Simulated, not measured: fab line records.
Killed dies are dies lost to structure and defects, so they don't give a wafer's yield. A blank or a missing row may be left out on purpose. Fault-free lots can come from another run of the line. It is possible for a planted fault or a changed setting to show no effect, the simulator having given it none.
Which of the tools did it?	flow sky130	72 wafers from 24 lots sampled at 3 of the route's 708 steps

## WHAT EACH GAUGE READ, for each wafer
SKY_NWELL_THK_MEAS_02. Usual: for NWELL_OXIDATION_THK the level is 10.09 nm and the standard deviation is 0.2.
lot	measured	on	NWELL_OXIDATION_THK (nm)	flag
L074	day 2 14:05	film_metro-04	10.05 10.15 10.13	
L075	day 2 20:34	film_metro-01	9.83 9.88 9.96	
L076	day 3 03:13	film_metro-03	10.27 10.28 10.29	
L077	day 3 08:39	film_metro-03	9.94 10.09 9.97	
L078	day 3 12:59	film_metro-01	10.26 10.25 10.25	
L079	day 3 18:34	film_metro-03	9.91 10.21 10.35	
L080	day 3 21:37	film_metro-03	9.85 10.10 9.80	
L081	day 4 01:04	film_metro-04	9.83 9.81 10.11	
L082	day 4 07:47	film_metro-01	10.20 10.15 9.98	
L083	day 4 12:05	film_metro-03	10.35 10.07 10.04	
L084	day 4 18:56	film_metro-03	9.78 9.80 9.78	
L085	day 5 01:48	film_metro-01	10.19 10.45 10.23	
L086	day 5 05:16	film_metro-01	10.11 10.12 10.10	
L087	day 5 09:09	film_metro-04	9.88 9.75 9.79	
L088	day 5 12:32	film_metro-01	10.03 10.18 10.11	
L089	day 5 17:56	film_metro-01	10.35 10.32 10.27	
L090	day 5 23:26	film_metro-03	10.19 10.05 10.10	
L091	day 6 07:08	film_metro-04	10.38 10.25 10.43	
L092	day 6 08:32	film_metro-04	10.51 10.44 10.50	
L093	day 6 15:06	film_metro-01	10.17 10.22 10.09	
L094	day 6 21:32	film_metro-01	9.85 10.09 9.78	
L095	day 7 01:52	film_metro-01	10.17 10.21 10.06	
L096	day 7 07:01	film_metro-04	9.94 10.27 9.81	
L097	day 7 12:12	film_metro-03	10.22 10.25 10.22	

SKY_VT_ADJUST_NCORE_CD_MEAS_07: the cd target is 380 nm. Usual: 379.7 nm for cd_nm, sd 2.3.
lot	measured	on	cd_nm (nm)	flag
L074	day 8 18:07	cd_sem-01	381.2 382.1 384.4	
L075	day 9 04:25	cd_sem-01	377.3 378.7 378.2	
L076	day 9 13:53	cd_sem-01	382.4 380.6 381.4	
L077	day 9 19:56	cd_sem-02	378.5 377.8 378.6	
L078	day 9 23:31	cd_sem-01	378.4 379.2 378.7	
L079	day 10 09:50	cd_sem-02	379.1 377.7 379.6	
L080	day 10 13:42	cd_sem-02	383.0 380.9 383.2	
L081	day 10 19:25	cd_sem-02	382.9 379.1 379.2	
L082	day 11 03:50	cd_sem-02	378.2 380.5 379.8	
L083	day 11 10:50	cd_sem-01	375.8 379.0 374.2	
L084	day 11 17:38	cd_sem-01	380.5 378.1 379.5	
L085	day 12 03:38	cd_sem-01	377.1 377.6 377.3	
L086	day 12 09:56	cd_sem-01	379.6 381.3 380.8	
L087	day 12 15:23	cd_sem-01	382.5 378.1 380.0	
L088	day 12 16:42	cd_sem-01	379.0 377.8 378.1	
L089	day 13 01:03	cd_sem-01	382.4 381.2 381.4	
L090	day 13 09:34	cd_sem-01	376.8 377.5 376.6	
L091	day 13 19:39	cd_sem-02	381.1 377.8 380.0	
L092	day 13 20:19	cd_sem-02	383.0 384.4 383.2	
L093	day 14 05:45	cd_sem-02	380.9 380.9 382.3	
L094	day 14 13:53	cd_sem-02	381.1 378.9 382.3	
L095	day 14 21:10	cd_sem-01	380.8 377.7 377.3	
L096	day 15 02:17	cd_sem-02	382.1 382.1 381.2	
L097	day 15 09:02	cd_sem-01	377.9 377.1 377.1	

SKY_VIA1_CD_MEAS_12: the cd target is 150 nm. Usual: 150.0 nm for cd_nm, sd 2.
lot	measured	on	cd_nm (nm)	flag
L074	day 34 06:16	cd_sem-02	149.7 150.2 151.7	
L075	day 34 14:20	cd_sem-02	148.7 150.7 149.7	
L076	day 35 07:11	cd_sem-01	152.0 152.4 153.1	
L077	day 35 08:53	cd_sem-02	151.0 151.5 150.6	
L078	day 35 11:49	cd_sem-02	151.5 149.1 151.9	
L079	day 36 02:20	cd_sem-02	153.9 153.8 152.9	
L080	day 36 04:23	cd_sem-01	149.0 149.3 150.3	
L081	day 36 11:25	cd_sem-02	150.9 148.8 150.6	
L082	day 36 22:00	cd_sem-02	149.0 149.2 147.8	
L083	day 37 10:17	cd_sem-02	150.1 149.6 151.7	
L084	day 37 16:58	cd_sem-01	150.7 150.2 149.7	
L085	day 38 03:26	cd_sem-01	152.0 151.2 151.8	
L086	day 38 03:50	cd_sem-02	152.2 150.3 151.6	
L087	day 38 08:02	cd_sem-01	148.3 146.4 148.2	
L088	day 38 11:26	cd_sem-02	146.1 145.9 146.6	
L089	day 38 19:04	cd_sem-01	149.1 149.9 149.6	
L090	day 39 01:53	cd_sem-02	148.2 150.8 149.3	
L091	day 39 12:56	cd_sem-01	149.6 149.5 149.3	
L092	day 39 15:43	cd_sem-02	150.4 150.0 150.6	
L093	day 40 03:52	cd_sem-01	153.8 151.2 152.3	
L094	day 40 08:26	cd_sem-01	147.4 145.5 147.2	
L095	day 40 16:41	cd_sem-01	152.5 152.6 152.7	
L096	day 40 19:13	cd_sem-01	150.1 151.6 149.2	
L097	day 41 01:58	cd_sem-01	149.8 149.8 148.6	

## WHICH TOOL RAN EACH LOT (tool, then ch and the chambers of the sampled wafers, then the start)
Record: no process step prior to these readings.

## AS READ BY THE TOOLS THEMSELVES (means over the sampled wafers that have a number; for cases with no such wafer, the mark the record gives instead)
The record holds no such reading with a usual standard deviation.

## THE ANSWER, worked out from the rows above alone
Rule: lot off if the mean of its wafers having a number is beyond 3 standard deviations from the usual mean. A lot without any number at a reading at which 4 lots or more have one is off too. The other lots that the step has rows for count as sound. The gauges are gone through in route order, then the tools' own readings, and for those a lot's mean is taken as printed above. The first step at which some lot is off is used, and at that step the reading that is off furthest; a lot without a number counts as furthest.
Across all readings shown, no lot is off: no conclusion can be drawn from this.

## WHAT THE SIMULATOR PUT IN
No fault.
